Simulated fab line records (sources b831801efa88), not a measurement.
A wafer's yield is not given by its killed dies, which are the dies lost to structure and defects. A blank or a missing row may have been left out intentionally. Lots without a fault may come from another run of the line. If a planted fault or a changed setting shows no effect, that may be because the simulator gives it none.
fab line records	flow sky130
record lots=6	wafers=18	last_day=50
route steps=708 shown SD_P@327 RES_XHIGH@332 SD_N@342 SALICIDE@361 PAD_OPEN@708
lots with no fault: from the same line, run without faults
start_h: hours from the record's opening day to when the first of the lot's shown wafers began	wait_h: hours since the lot's step before	" same as the row above	L1.1+2: a single row standing in for several wafers	- either no value or no given start	* or withheld: withheld	< > ~ a bound
route shown NAME@n: a module of which the file shows steps, and the number in the route of the first	usual: mean and standard deviation over wafers with no fault	same: alike in all rows	chamber/n: place in a boat	sites: each site's reading	_std_site: standard deviation of those values	_edge_site: the outer-site mean with the inner-site mean subtracted	radius_mm: for every site, how far away it sits from the centre of the wafer	mask NAME#n: copy n	behind: the most recent tool/chamber to have shaped the wafer	hold: what put the lot on hold/how long, in hours/how the hold closed	device: whichever transistor did not switch (one of n, p or np)	end of line: at the end of the route, the tests of the same wafers	step lacking rows: just its recipe	killed: count of dies lost to structure and defects at first sort (not the wafer's yield)	map: shows each die of a wafer: x if killed, . if not, _ if none is there
set.NAME: the run value of the setting; set.NAME@STEP: its run value at that earlier step	model.NAME: the simulator's own value behind a step, which no gauge read
lots seen at some steps along the route; tables by step, rows by wafer
services: when a tool's chamber went out of use (start_h, in hours from the record's first day, below 0 if earlier), for how many hours, and the reason
## steps
# step SKY_SD_P_CD_MEAS_07
# recipe target_cd_nm=380
# usual cd_nm=379.4/2.6
lot.wafer	tool	chamber	start_h	wait_h	cd_nm
L634.1	cd_sem-01	-	627.59	0.1	382.6
L634.2	"	-	"	"	379.2
L634.6	"	-	"	"	382.1
L638.2	cd_sem-02	-	628.86	0.1	379.8
L638.4	"	-	"	"	382.3
L638.6	"	-	"	"	380.2
L639.1	cd_sem-02	-	632.92	0.1	385.0
L639.5	"	-	"	"	382.5
L639.6	"	-	"	"	384.0
L640.2	cd_sem-02	-	638.43	0.1	377.8
L640.4	"	-	"	"	377.4
L640.5	"	-	"	"	374.1
L647.3	cd_sem-01	-	728.36	0.1	377.1
L647.5	"	-	"	"	376.7
L647.6	"	-	"	"	376.7
L657.3	cd_sem-01	-	782.51	0.1	381.3
L657.4	"	-	"	"	380.0
L657.5	"	-	"	"	381.7
# step SKY_SD_P_OVL_MEAS_08
# usual SD_P_OVL=0.0/1.4
lot.wafer	tool	chamber	start_h	wait_h	SD_P_OVL[nm]
L634.1	overlay-02	-	627.71	0.1	0.3
L634.2	"	-	"	"	0.0
L634.6	"	-	"	"	-0.8
L638.2	overlay-02	-	628.97	0.1	-1.8
L638.4	"	-	"	"	-1.8
L638.6	"	-	"	"	-0.3
L639.1	overlay-01	-	633.04	0.1	3.5
L639.5	"	-	"	"	1.5
L639.6	"	-	"	"	1.4
L640.2	overlay-01	-	638.53	0.1	-0.8
L640.4	"	-	"	"	-2.4
L640.5	"	-	"	"	-1.1
L647.3	overlay-02	-	728.45	0.1	-2.6
L647.5	"	-	"	"	-2.0
L647.6	"	-	"	"	-1.4
L657.3	overlay-02	-	782.60	0.1	-1.4
L657.4	"	-	"	"	0.9
L657.5	"	-	"	"	0.4
# step SKY_SD_P_IMPLANT_09
# recipe species=BF2	energy_kev=19.72	dose_cm2=3e+15	tilt_deg=0
# step SKY_SD_P_STRIP_10
# recipe chemistry=O2/N2	power_w=1400	pressure_mtorr=1500	platen_temp_c=withheld	o2_flow_sccm=3000	n2_flow_sccm=300	overash_fraction=0.5
# usual drypump_motor_current_A=5.5/0.39	oes_product_au=0.618/0.0049	strip_time_to_endpoint_s=17.45/0.045
# same overash_fraction=0.5
lot.wafer	tool	chamber	start_h	wait_h	drypump_motor_current_A	oes_product_au	rf_hours_counter_h	strip_time_to_endpoint_s
L634.1	plasma_asher-04	0	627.90	0.1	5.7	0.623	46	17.40
L634.2	"	1	"	"	5.1	0.617	46	17.39
L634.6	"	1	"	"	5.1	0.619	-	17.42
L638.2	plasma_asher-02	1	629.15	0.1	5.4	0.627	82	17.55
L638.4	"	1	"	"	5.4	0.624	-	17.54
L638.6	"	0	"	"	6.0	0.626	-	17.49
L639.1	plasma_asher-02	0	633.22	0.1	6.0	0.613	82	17.46
L639.5	"	0	"	"	6.0	0.615	-	17.48
L639.6	"	1	"	"	5.4	0.615	-	17.45
L640.2	plasma_asher-01	0	638.71	0.1	4.9	0.621	20	17.55
L640.4	"	1	"	"	5.9	0.620	-	17.52
L640.5	"	1	"	"	5.8	0.608	-	17.51
L647.3	plasma_asher-01	0	728.71	0.1	4.9	0.620	-	17.47
L647.5	"	1	"	"	5.8	0.616	-	17.47
L647.6	"	0	"	"	4.9	0.628	-	17.49
L657.3	plasma_asher-04	1	782.81	0.1	5.1	0.619	-	17.37
L657.4	"	0	"	"	5.7	0.612	-	17.38
L657.5	"	0	"	"	5.7	0.623	-	17.43
# step SKY_SD_P_TW_MEAS_11
# usual SD_P_TW=2832/45
lot.wafer	tool	chamber	start_h	wait_h	SD_P_TW
L634.1	film_metro-02	-	628.00	0.1	2789
L634.2	"	-	"	"	2813
L634.6	"	-	"	"	2799
L638.2	film_metro-04	-	629.26	0.1	2869
L638.4	"	-	"	"	2861
L638.6	"	-	"	"	2876
L639.1	film_metro-02	-	633.32	0.1	2793
L639.5	"	-	"	"	2805
L639.6	"	-	"	"	2814
L640.2	film_metro-02	-	638.82	0.1	2798
L640.4	"	-	"	"	2795
L640.5	"	-	"	"	2785
L647.3	film_metro-02	-	728.80	0.1	2814
L647.5	"	-	"	"	2812
L647.6	"	-	"	"	2811
L657.3	film_metro-04	-	782.89	0.1	2885
L657.4	"	-	"	"	2894
L657.5	"	-	"	"	2883
# step SKY_RES_XHIGH_DEHYDRATE_00
# recipe temp_c=200	time_s=60
# step SKY_RES_XHIGH_HMDS_01
# recipe prime_time_s=60	prime_temp_c=120
# step SKY_RES_XHIGH_COAT_02
# recipe resist=NOVOLAK	spin_rpm=3000	resist_thk_nm=1140
# step SKY_RES_XHIGH_SOFTBAKE_03
# recipe temp_c=90	time_s=60	resist=NOVOLAK
# step SKY_RES_XHIGH_EXPOSE_04
# recipe mask_id=URPM	na=0.6	source_shape=conventional	sigma_outer=0.6	polarization=unpolarized	target_cd_nm=1270	dose_mj=140
# step SKY_RES_XHIGH_PEB_05
# recipe temp_c=withheld	time_s=*	resist=NOVOLAK
# step SKY_RES_XHIGH_DEVELOP_06
# recipe resist=NOVOLAK	developer=TMAH	develop_time_s=60	dev_temp_c=23
# step SKY_RES_XHIGH_IMPLANT_07
# recipe species=BF2	energy_kev=20	dose_cm2=3.6e+14	tilt_deg=0
# usual beam_on_s=38.5/1.2	dose_ions_cm2=3.601e+14/3.7e+11
lot.wafer	tool	chamber	start_h	wait_h	beam_on_s	dose_ions_cm2
L634.1	implanter-03	0	655.47	0.1	39.3	3.598e+14
L634.2	"	0	"	"	36.6	3.6e+14
L634.6	"	0	"	"	38.3	3.598e+14
L638.2	implanter-01	0	657.58	0.1	39.8	3.593e+14
L638.4	"	0	"	"	37.7	3.6e+14
L638.6	"	0	"	"	39.1	3.597e+14
L639.1	implanter-01	0	661.61	0.1	32.8	3.086e+14
L639.5	"	0	"	"	33.3	3.085e+14
L639.6	"	0	"	"	33.4	3.08e+14
L640.2	implanter-01	0	667.33	0.1	32.5	3.081e+14
L640.4	"	0	"	"	32.4	3.08e+14
L640.5	"	0	"	"	32.9	3.076e+14
L647.3	implanter-01	0	757.07	0.1	37.4	3.6e+14
L647.5	"	0	"	"	37.8	3.601e+14
L647.6	"	0	"	"	37.8	3.6e+14
L657.3	implanter-03	0	809.51	0.1	37.6	3.602e+14
L657.4	"	0	"	"	37.1	3.601e+14
L657.5	"	0	"	"	37.2	3.601e+14
# step SKY_RES_XHIGH_STRIP_08
# recipe chemistry=O2/N2	power_w=1400	pressure_mtorr=1500	platen_temp_c=withheld	o2_flow_sccm=3000	n2_flow_sccm=300	overash_fraction=0.5
# usual drypump_motor_current_A=5.5/0.4	oes_product_au=0.711/0.0045	strip_time_to_endpoint_s=14.28/0.039
# same overash_fraction=0.5
lot.wafer	tool	chamber	start_h	wait_h	drypump_motor_current_A	oes_product_au	rf_hours_counter_h	strip_time_to_endpoint_s
L634.1	plasma_asher-03	1	655.62	0.1	5.0	0.716	100	14.29
L634.2	"	0	"	"	6.0	0.706	100	14.24
L634.6	"	1	"	"	5.0	0.717	-	14.27
L638.2	plasma_asher-03	1	657.71	0.1	4.9	0.709	101	14.22
L638.4	"	0	"	"	6.0	0.722	-	14.29
L638.6	"	1	"	"	4.9	0.705	-	14.30
L639.1	plasma_asher-03	0	661.76	0.1	6.0	0.714	101	14.25
L639.5	"	1	"	"	5.0	0.719	-	14.27
L639.6	"	0	"	"	6.0	0.713	-	14.24
L640.2	plasma_asher-02	1	667.46	0.1	5.4	0.722	86	14.21
L640.4	"	0	"	"	6.0	0.715	-	14.21
L640.5	"	1	"	"	5.4	0.714	-	14.20
L647.3	plasma_asher-03	0	757.20	0.1	6.0	0.711	-	14.27
L647.5	"	0	"	"	6.0	0.717	-	14.23
L647.6	"	1	"	"	5.0	0.718	-	14.28
L657.3	plasma_asher-04	1	809.64	0.1	5.1	0.718	-	14.28
L657.4	"	0	"	"	5.7	0.716	-	14.26
L657.5	"	0	"	"	5.7	0.717	-	14.27
# step SKY_RES_XHIGH_TW_MEAS_09
# usual RES_XHIGH_TW=1646/32
lot.wafer	tool	chamber	start_h	wait_h	RES_XHIGH_TW
L634.1	film_metro-01	-	655.72	0.1	1595
L634.2	"	-	"	"	1604
L634.6	"	-	"	"	1603
L638.2	film_metro-04	-	657.82	0.1	1659
L638.4	"	-	"	"	1667
L638.6	"	-	"	"	1671
L639.1	film_metro-02	-	661.86	0.1	1560
L639.5	"	-	"	"	1562
L639.6	"	-	"	"	1562
L640.2	film_metro-04	-	667.57	0.1	1592
L640.4	"	-	"	"	1589
L640.5	"	-	"	"	1591
L647.3	film_metro-02	-	757.29	0.1	1640
L647.5	"	-	"	"	1636
L647.6	"	-	"	"	1643
L657.3	film_metro-04	-	809.73	0.1	1673
L657.4	"	-	"	"	1673
L657.5	"	-	"	"	1688
# step SKY_SD_N_DEHYDRATE_00
# recipe temp_c=200	time_s=60
# step SKY_SD_N_HMDS_01
# recipe prime_time_s=60	prime_temp_c=120
# step SKY_SD_N_COAT_02
# recipe resist=NOVOLAK	spin_rpm=3000	resist_thk_nm=1140
# step SKY_SD_N_SOFTBAKE_03
# recipe temp_c=90	time_s=60	resist=NOVOLAK
# step SKY_SD_N_EXPOSE_04
# recipe mask_id=NSDM	na=0.6	source_shape=conventional	sigma_outer=0.6	polarization=unpolarized	target_cd_nm=380	dose_mj=141
# step SKY_SD_N_PEB_05
# recipe temp_c=withheld	time_s=*	resist=NOVOLAK
# step SKY_SD_N_DEVELOP_06
# recipe resist=NOVOLAK	developer=TMAH	develop_time_s=60	dev_temp_c=23
# step SKY_SD_N_CD_MEAS_07
# recipe target_cd_nm=380
# usual cd_nm=379.6/2.4
lot.wafer	tool	chamber	start_h	wait_h	cd_nm
L634.1	cd_sem-02	-	684.10	0.1	380.0
L634.2	"	-	"	"	378.7
L634.6	"	-	"	"	380.8
L638.2	cd_sem-02	-	686.28	0.1	381.7
L638.4	"	-	"	"	380.2
L638.6	"	-	"	"	380.2
L639.1	cd_sem-02	-	689.30	0.1	378.9
L639.5	"	-	"	"	375.6
L639.6	"	-	"	"	379.1
L640.2	cd_sem-01	-	695.21	0.1	375.5
L640.4	"	-	"	"	375.0
L640.5	"	-	"	"	376.6
L647.3	cd_sem-02	-	783.43	0.1	378.8
L647.5	"	-	"	"	378.7
L647.6	"	-	"	"	379.8
L657.3	cd_sem-01	-	835.40	0.1	377.9
L657.4	"	-	"	"	377.7
L657.5	"	-	"	"	378.5
# step SKY_SD_N_OVL_MEAS_08
# usual SD_N_OVL=0.4/1.5
lot.wafer	tool	chamber	start_h	wait_h	SD_N_OVL[nm]
L634.1	overlay-02	-	684.22	0.1	0.1
L634.2	"	-	"	"	-0.7
L634.6	"	-	"	"	0.1
L638.2	overlay-02	-	686.38	0.1	0.4
L638.4	"	-	"	"	0.6
L638.6	"	-	"	"	1.2
L639.1	overlay-02	-	689.42	0.1	1.5
L639.5	"	-	"	"	-0.7
L639.6	"	-	"	"	0.9
L640.2	overlay-02	-	695.32	0.1	0.7
L640.4	"	-	"	"	-0.7
L640.5	"	-	"	"	-0.4
L647.3	overlay-02	-	783.52	0.1	1.3
L647.5	"	-	"	"	4.3
L647.6	"	-	"	"	2.1
L657.3	overlay-02	-	835.49	0.1	-0.1
L657.4	"	-	"	"	-2.0
L657.5	"	-	"	"	-0.7
# step SKY_SD_N_IMPLANT_09
# recipe species=As	energy_kev=50	dose_cm2=4e+15	tilt_deg=0
# step SKY_SD_N_IMPLANT_10
# recipe species=P	energy_kev=20	dose_cm2=1e+14	tilt_deg=0
# step SKY_SD_N_STRIP_11
# recipe chemistry=O2/N2	power_w=1400	pressure_mtorr=1500	platen_temp_c=withheld	o2_flow_sccm=3000	n2_flow_sccm=300	overash_fraction=0.5
# usual drypump_motor_current_A=5.4/0.43	oes_product_au=0.527/0.0045	strip_time_to_endpoint_s=22.55/0.04
# same overash_fraction=0.5
lot.wafer	tool	chamber	start_h	wait_h	drypump_motor_current_A	oes_product_au	rf_hours_counter_h	strip_time_to_endpoint_s
L634.1	plasma_asher-04	1	684.56	0.1	5.1	0.524	52	22.56
L634.2	"	0	"	"	5.7	0.525	52	22.62
L634.6	"	1	"	"	5.0	0.523	-	22.62
L638.2	plasma_asher-04	0	686.71	0.1	5.7	0.523	52	22.49
L638.4	"	0	"	"	5.7	0.532	-	22.51
L638.6	"	0	"	"	5.7	0.527	-	22.51
L639.1	plasma_asher-03	1	689.76	0.1	5.0	0.525	104	22.63
L639.5	"	0	"	"	6.0	0.527	-	22.60
L639.6	"	1	"	"	5.0	0.523	-	22.59
L640.2	plasma_asher-01	1	695.65	0.1	5.8	0.531	25	22.59
L640.4	"	1	"	"	5.8	0.524	-	22.57
L640.5	"	1	"	"	5.8	0.529	-	22.56
L647.3	plasma_asher-01	1	783.88	0.1	5.8	0.533	-	22.50
L647.5	"	0	"	"	4.9	0.531	-	22.51
L647.6	"	1	"	"	5.8	0.529	-	22.51
L657.3	plasma_asher-04	1	835.85	0.1	5.1	0.533	-	22.56
L657.4	"	0	"	"	5.7	0.526	-	22.57
L657.5	"	1	"	"	5.0	0.528	-	22.58
# step SKY_SD_N_TW_MEAS_12
# usual SD_N_TW=3972/71
lot.wafer	tool	chamber	start_h	wait_h	SD_N_TW
L634.1	film_metro-02	-	684.66	0.1	3979
L634.2	"	-	"	"	3975
L634.6	"	-	"	"	3948
L638.2	film_metro-04	-	686.82	0.1	4037
L638.4	"	-	"	"	4066
L638.6	"	-	"	"	4069
L639.1	film_metro-02	-	689.86	0.1	3980
L639.5	"	-	"	"	3965
L639.6	"	-	"	"	3982
L640.2	film_metro-01	-	695.76	0.1	3875
L640.4	"	-	"	"	3878
L640.5	"	-	"	"	3872
L647.3	film_metro-04	-	783.97	0.1	4080
L647.5	"	-	"	"	4085
L647.6	"	-	"	"	4097
L657.3	film_metro-02	-	835.93	0.1	3922
L657.4	"	-	"	"	3917
L657.5	"	-	"	"	3923
# step SKY_SD_N_CLEAN_13
# recipe chemistry=SC1/SC2	mix=1:4:20	temp_c=70	time_s=150	dry=n2_spin
# step SKY_SD_N_RTA_14
# recipe temp_c=1075	time_s=2	idle_temp_c=650	ramp_up_c_per_s=150	ramp_down_c_per_s=90	ambient=N2
# usual lamp_power_pct=15.74/0.057	wafer_temp_C_max=1078.0/1.2
lot.wafer	tool	chamber	start_h	wait_h	lamp_power_pct	wafer_temp_C_max
L634.1	rtp_anneal-02	0	684.77	0.0	15.72	1077.8
L634.2	"	0	"	"	15.79	1078.9
L634.6	"	0	"	"	15.79	1077.7
L638.2	rtp_anneal-02	0	686.93	0.0	15.75	1078.7
L638.4	"	0	"	"	15.78	1079.0
L638.6	"	0	"	"	15.75	1077.0
L639.1	rtp_anneal-01	0	689.97	0.0	15.69	1079.4
L639.5	"	0	"	"	15.80	1078.3
L639.6	"	0	"	"	15.80	1077.8
L640.2	rtp_anneal-02	0	695.87	0.0	15.75	1076.5
L640.4	"	0	"	"	15.78	1077.8
L640.5	"	0	"	"	15.74	1079.2
L647.3	rtp_anneal-02	0	784.07	0.0	15.75	1075.7
L647.5	"	0	"	"	15.76	1078.9
L647.6	"	0	"	"	15.63	1078.3
L657.3	rtp_anneal-01	0	836.04	0.0	15.66	1075.7
L657.4	"	0	"	"	15.65	1078.1
L657.5	"	0	"	"	15.72	1078.5
# step SKY_SD_N_RS_MEAS_16
# recipe thk_meas_gauge=four-point-probe
# usual SD_N_RS=68.46/0.12
lot.wafer	tool	chamber	start_h	wait_h	SD_N_RS[ohm/sq]
L634.1	film_metro-04	-	684.94	0.1	68.55
L634.2	"	-	"	"	68.64
L634.6	"	-	"	"	68.45
L638.2	film_metro-02	-	687.12	0.1	68.48
L638.4	"	-	"	"	68.54
L638.6	"	-	"	"	68.31
L639.1	film_metro-02	-	690.14	0.1	68.51
L639.5	"	-	"	"	68.63
L639.6	"	-	"	"	68.55
L640.2	film_metro-04	-	696.05	0.1	68.66
L640.4	"	-	"	"	68.70
L640.5	"	-	"	"	68.48
L647.3	film_metro-01	-	784.27	0.1	68.46
L647.5	"	-	"	"	68.37
L647.6	"	-	"	"	68.38
L657.3	film_metro-01	-	836.24	0.1	68.33
L657.4	"	-	"	"	68.24
L657.5	"	-	"	"	68.51
# step SKY_SD_N_RS_MEAS_17
# recipe thk_meas_gauge=four-point-probe
# usual SD_P_RS=147.8/0.37
lot.wafer	tool	chamber	start_h	wait_h	SD_P_RS[ohm/sq]
L634.1	film_metro-04	-	685.06	0.1	148.7
L634.2	"	-	"	"	147.8
L634.6	"	-	"	"	148.3
L638.2	film_metro-02	-	687.24	0.1	148.0
L638.4	"	-	"	"	147.8
L638.6	"	-	"	"	147.6
L639.1	film_metro-02	-	690.26	0.1	148.4
L639.5	"	-	"	"	148.6
L639.6	"	-	"	"	148.5
L640.2	film_metro-04	-	696.17	0.1	147.7
L640.4	"	-	"	"	148.1
L640.5	"	-	"	"	148.3
L647.3	film_metro-01	-	784.39	0.1	147.2
L647.5	"	-	"	"	147.7
L647.6	"	-	"	"	147.6
L657.3	film_metro-01	-	836.36	0.1	147.6
L657.4	"	-	"	"	147.4
L657.5	"	-	"	"	147.5
# step SKY_SD_N_RS_MEAS_18
# recipe thk_meas_gauge=four-point-probe
# usual RES_XHIGH_RS=333.1/1.2
lot.wafer	tool	chamber	start_h	wait_h	RES_XHIGH_RS[ohm/sq]
L634.1	film_metro-04	-	685.18	0.1	334.0
L634.2	"	-	"	"	333.2
L634.6	"	-	"	"	334.2
L638.2	film_metro-02	-	687.36	0.1	335.6
L638.4	"	-	"	"	334.4
L638.6	"	-	"	"	334.6
L639.1	film_metro-02	-	690.38	0.1	376.1
L639.5	"	-	"	"	377.2
L639.6	"	-	"	"	375.2
L640.2	film_metro-04	-	696.29	0.1	376.6
L640.4	"	-	"	"	377.5
L640.5	"	-	"	"	377.2
L647.3	film_metro-01	-	784.51	0.1	333.3
L647.5	"	-	"	"	331.6
L647.6	"	-	"	"	332.2
L657.3	film_metro-01	-	836.48	0.1	333.5
L657.4	"	-	"	"	332.7
L657.5	"	-	"	"	333.3
# step SKY_SALICIDE_CLEAN_00
# recipe chemistry=HF-last	time_s=30	dilution=100:1	dry=ipa_marangoni
# step SKY_PAD_OPEN_PROBE_99
# usual killed_at_M0_to_M3=45/7.5	killed_at_M4_up=2.8/1.9	killed_at_contacts=25/5.5	killed_at_front_end=14/4	killed_at_other=0.3/0.75	killed_dies=87/9.4	killed_open=47/6.6	killed_short=39/6.6
# same gross_dies=492	killed_at_back_side=0
lot.wafer	tool	chamber	start_h	wait_h	killed_at_M0_to_M3	killed_at_M4_up	killed_at_contacts	killed_at_front_end	killed_at_other	killed_dies	killed_open	killed_short	model.etest.res_xhigh_po.line_ohm_um	model.etest.res_xhigh_po.rs_ohm_sq
L634.1	prober-02	-	1106.70	0.1	43	2	26	11	0	82	48	34	6170	2144
L634.2	prober-02	-	1106.75	0.1	41	3	26	5	0	75	37	38	6136	2131
L634.6	prober-02	-	1106.95	0.2	48	0	23	15	0	86	52	34	6044	2104
L638.2	prober-02	-	1110.11	0.1	36	4	24	17	0	81	48	33	5679	2017
L638.4	prober-02	-	1110.21	0.2	35	1	28	13	0	77	38	39	5767	2022
L638.6	prober-02	-	1110.31	0.2	36	6	23	20	0	85	42	43	5642	1993
L639.1	prober-01	-	1111.37	0.1	53	0	20	10	0	83	46	37	7537	2643
L639.5	prober-01	-	1111.57	0.2	45	2	30	16	0	93	45	48	8156	2750
L639.6	prober-01	-	1111.62	0.2	52	5	16	16	7	96	50	39	7948	2764
L640.2	prober-02	-	1115.11	0.1	36	1	35	23	1	96	58	38	7411	2588
L640.4	prober-02	-	1115.21	0.2	51	6	31	12	0	100	53	47	7238	2548
L640.5	prober-02	-	1115.26	0.2	32	2	31	20	1	86	42	44	7605	2686
L647.3	prober-02	-	1175.28	0.2	45	2	14	16	1	78	44	34	5734	2003
L647.5	prober-02	-	1175.38	0.2	47	1	25	18	0	91	48	43	5551	1919
L647.6	prober-02	-	1175.43	0.2	44	2	24	8	1	79	35	44	5666	1957
L657.3	prober-02	-	1207.61	0.2	31	1	32	10	0	74	40	34	5756	2012
L657.4	prober-02	-	1207.66	0.2	44	4	27	20	1	96	47	49	5755	2001
L657.5	prober-02	-	1207.71	0.2	46	3	22	20	1	92	49	43	5969	2059
# killed by level:class
L634.1 CONTACT:geometric_particle:open=10 VIA1:geometric_particle:open=10 VIA3:geometric_particle:open=8 LI_CONTACT:geometric_particle:open=7 CONTACT:geometric_particle:short=5 VIA2:geometric_particle:open=5 VIA3:geometric_particle:short=5 METAL1:geometric_particle:short=4
L634.2 CONTACT:geometric_particle:open=10 VIA1:geometric_particle:open=6 METAL3:geometric_particle:short=6 LI_CONTACT:geometric_particle:open=5 LOCAL_INTERCONNECT:geometric_particle:short=4 CONTACT:geometric_particle:short=4 METAL1:geometric_particle:short=4 METAL2:geometric_particle:short=4
L634.6 VIA1:geometric_particle:open=19 CONTACT:geometric_particle:open=7 VIA3:geometric_particle:open=6 CONTACT:geometric_particle:short=6 METAL2:geometric_particle:short=6 FIELD_ISO:geometric_particle:open=5 LI_CONTACT:geometric_particle:open=5 METAL3:geometric_particle:short=4
L638.2 VIA1:geometric_particle:open=9 LI_CONTACT:geometric_particle:open=7 FIELD_ISO:geometric_particle:open=6 CONTACT:geometric_particle:open=6 VIA2:geometric_particle:open=6 METAL1:geometric_particle:short=5 VIA3:geometric_particle:open=5 CONTACT:geometric_particle:short=4
L638.4 CONTACT:geometric_particle:open=11 METAL2:geometric_particle:short=7 LI_CONTACT:geometric_particle:open=6 LI_CONTACT:geometric_particle:short=5 VIA1:geometric_particle:open=5 METAL3:geometric_particle:short=4 POLY_GATE:geometric_particle:short=4 METAL1:geometric_particle:short=4
L638.6 CONTACT:geometric_particle:open=11 VIA1:geometric_particle:open=7 CONTACT:geometric_particle:short=6 VIA1:geometric_particle:short=6 VIA3:geometric_particle:open=6 METAL4:geometric_particle:short=6 FIELD_ISO:geometric_particle:short=5 FIELD_ISO:geometric_particle:open=5
L639.1 VIA1:geometric_particle:open=13 VIA2:geometric_particle:open=9 LI_CONTACT:geometric_particle:open=7 LOCAL_INTERCONNECT:geometric_particle:short=6 METAL2:geometric_particle:short=6 METAL1:geometric_particle:short=5 VIA3:geometric_particle:short=5 VIA3:geometric_particle:open=5
L639.5 CONTACT:geometric_particle:open=9 LOCAL_INTERCONNECT:geometric_particle:short=7 METAL2:geometric_particle:short=7 LI_CONTACT:geometric_particle:open=6 VIA2:geometric_particle:open=6 VIA3:geometric_particle:open=6 METAL3:geometric_particle:short=6 FIELD_ISO:geometric_particle:short=5
L639.6 VIA3:geometric_particle:open=11 VIA1:geometric_particle:open=9 CONTACT:geometric_particle:open=7 PASSIVATION:area_etch=7 VIA2:geometric_particle:open=6 VIA3:geometric_particle:short=6 FIELD_ISO:geometric_particle:open=5 FIELD_ISO:geometric_particle:short=4
L640.2 CONTACT:geometric_particle:open=13 POLY_GATE:geometric_particle:open=10 VIA1:geometric_particle:open=8 FIELD_ISO:geometric_particle:open=6 LI_CONTACT:geometric_particle:open=6 VIA1:geometric_particle:short=6 LI_CONTACT:geometric_particle:short=5 CONTACT:geometric_particle:short=5
L640.4 CONTACT:geometric_particle:open=12 VIA1:geometric_particle:open=12 VIA1:geometric_particle:short=10 CONTACT:geometric_particle:short=9 VIA3:geometric_particle:open=8 METAL1:geometric_particle:short=6 FIELD_ISO:geometric_particle:short=5 POLY_GATE:geometric_particle:open=4
L640.5 CONTACT:geometric_particle:short=8 CONTACT:geometric_particle:open=7 METAL1:geometric_particle:short=6 LI_CONTACT:geometric_particle:open=6 VIA1:geometric_particle:open=6 LOCAL_INTERCONNECT:geometric_particle:short=6 FIELD_ISO:geometric_particle:open=5 POLY_GATE:geometric_particle:open=5
L647.3 VIA1:geometric_particle:open=11 VIA3:geometric_particle:open=8 METAL2:geometric_particle:short=6 VIA2:geometric_particle:open=6 FIELD_ISO:geometric_particle:open=5 CONTACT:geometric_particle:short=5 FIELD_ISO:geometric_particle:short=4 LI_CONTACT:geometric_particle:short=4
L647.5 VIA1:geometric_particle:short=11 VIA1:geometric_particle:open=11 CONTACT:geometric_particle:open=9 LI_CONTACT:geometric_particle:open=7 CONTACT:geometric_particle:short=6 VIA2:geometric_particle:open=6 FIELD_ISO:geometric_particle:open=5 FIELD_ISO:geometric_particle:short=5
L647.6 VIA1:geometric_particle:open=9 VIA2:geometric_particle:open=7 LI_CONTACT:geometric_particle:open=6 CONTACT:geometric_particle:open=6 VIA1:geometric_particle:short=5 CONTACT:geometric_particle:short=5 METAL1:geometric_particle:short=5 VIA3:geometric_particle:short=5
L657.3 CONTACT:geometric_particle:open=11 LI_CONTACT:geometric_particle:open=10 LOCAL_INTERCONNECT:geometric_particle:short=6 VIA1:geometric_particle:open=6 VIA1:geometric_particle:short=5 METAL1:geometric_particle:short=4 VIA2:geometric_particle:open=4 VIA3:geometric_particle:open=4
L657.4 CONTACT:geometric_particle:open=10 VIA1:geometric_particle:open=9 VIA3:geometric_particle:open=9 CONTACT:geometric_particle:short=7 FIELD_ISO:geometric_particle:short=6 POLY_GATE:geometric_particle:open=6 METAL1:geometric_particle:short=6 VIA1:geometric_particle:short=5
L657.5 VIA1:geometric_particle:open=18 LOCAL_INTERCONNECT:geometric_particle:short=7 METAL1:geometric_particle:short=6 POLY_GATE:geometric_particle:open=5 CONTACT:geometric_particle:open=5 FIELD_ISO:geometric_particle:short=4 FIELD_ISO:geometric_particle:open=4 LI_CONTACT:geometric_particle:short=4
## services
tool	chamber	start_h	hours	kind
implanter-01	-	611.05	1.2	repair
plasma_asher-04	-	617.57	4.3	repair
plasma_asher-01	-	641.11	6.0	repair
plasma_asher-03	-	681.42	1.1	repair
plasma_asher-01	-	686.55	2.7	repair
plasma_asher-01	-	693.12	0.7	repair
plasma_asher-02	-	696.93	8.1	repair
implanter-03	-	725.06	3.5	repair
plasma_asher-01	-	732.49	1.1	repair
plasma_asher-03	-	733.75	9.0	pm
plasma_asher-03	0	733.75	9.0	vent_cycle
plasma_asher-03	1	733.75	9.0	vent_cycle
implanter-03	-	739.55	2.6	pm
plasma_asher-03	0	742.75	-	clean
plasma_asher-03	1	742.75	-	clean
implanter-01	-	745.89	2.3	repair
implanter-03	-	751.90	15.8	repair
implanter-03	-	792.78	7.6	repair
plasma_asher-02	-	815.24	0.8	repair
plasma_asher-02	-	829.63	14.6	pm
## key
first_sign step=SKY_RES_XHIGH_IMPLANT_07	reading=dose_ions_cm2	direction=down	sigmas=99+	usual=*	struck=*
effect step=SKY_RES_XHIGH_IMPLANT_07	reading=beam_on_s	direction=down	sigmas=4.8	usual=38.5	struck=32.9
effect step=SKY_RES_XHIGH_TW_MEAS_09	reading=RES_XHIGH_TW	direction=down	sigmas=2.1	usual=1646	struck=1576
effect step=SKY_SD_N_RS_MEAS_18	reading=RES_XHIGH_RS	direction=up	sigmas=37	usual=333.1	struck=376.6
model_effect step=SKY_PAD_OPEN_PROBE_99	value=etest.res_xhigh_po.line_ohm_um	without=5608	struck=7649
met_at SKY_RES_XHIGH_IMPLANT_07
struck_wafers L639.1,L639.5,L639.6,L640.2,L640.4,L640.5
tester_left_out L639,L640
onset_between 657.58 661.61
fault kind=process_parameter_drift	tool=implanter-01	chamber=-	onset_h=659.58	steps=SKY_RES_XHIGH_IMPLANT_07	channel=dose_cm2	offset=*	shape=step	end_h=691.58	acts_in=*	stated=*
# tester_left_out: of these lots the tester's yield and bins aren't shown, on N5 and GAA mostly nor the transistor test; their killed dies are dies lost to structure and defects alone, not to doping, threshold or leakage, so they don't give the yield
